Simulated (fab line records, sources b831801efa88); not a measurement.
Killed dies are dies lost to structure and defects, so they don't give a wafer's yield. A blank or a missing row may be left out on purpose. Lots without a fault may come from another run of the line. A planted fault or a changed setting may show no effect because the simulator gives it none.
Which tool did it? | flow gf180mcu | 6 lots, 18 wafers sampled, at 2 steps of a route of 602

WHAT THE GAUGES READ, wafer by wafer
GF_MVPSD_TW_MEAS_11.
lot  | measured    | on            | MVPSD_TW
L276 | day 5 07:49 | film_metro-04 | 550 548 555
L278 | day 5 19:22 | film_metro-04 | 550 550 552
L283 | day 7 00:58 | film_metro-04 | 556 554 554
L286 | day 7 17:58 | film_metro-04 | 550 552 554
L291 | day 9 01:18 | film_metro-02 | 677 676 677
L294 | day 9 19:01 | film_metro-01 | 673 676 678

WHICH TOOL RAN EACH LOT (tool, then ch and the chambers of the sampled wafers, then the start)
lot  | GF_MVPSD_IMPLANT_08
L276 | implanter-04 ch 0, day 5 07:26
L278 | implanter-02 ch 0, day 5 18:59
L283 | implanter-03 ch 0, day 7 00:36
L286 | implanter-02 ch 0, day 7 17:36
L291 | implanter-03 ch 0, day 9 00:30
L294 | implanter-02 ch 0, day 9 18:14
- GF_MVPSD_IMPLANT_08

THE ANSWER, worked out from the rows above alone
Rule: what is usual is taken from the lots themselves. Put in order of their means at a reading, lots are off if they are a third of the lots or fewer, leave a main group of 4 or more, and stand apart from it by a gap of 3 or more times the standard deviation of the main group's means; of several such gaps the widest counts. A main group whose means are all the same, to the digits that the tables above print for the reading, isn't used. A lot without any number at a reading at which 4 lots or more have one is off too. The other lots that the step has rows for count as sound.
Off: L291, L294, at GF_MVPSD_TW_MEAS_11 (MVPSD_TW). The main group: mean 552, standard deviation 1.6.
A tool fits if, at a process step before that reading, it ran every lot that is off, and no sound lot after the first of them. The gauges at GF_MVPSD_TW_MEAS_11 are tried like those tools. None of those tried fits.

WHAT THE SIMULATOR HAD PUT IN
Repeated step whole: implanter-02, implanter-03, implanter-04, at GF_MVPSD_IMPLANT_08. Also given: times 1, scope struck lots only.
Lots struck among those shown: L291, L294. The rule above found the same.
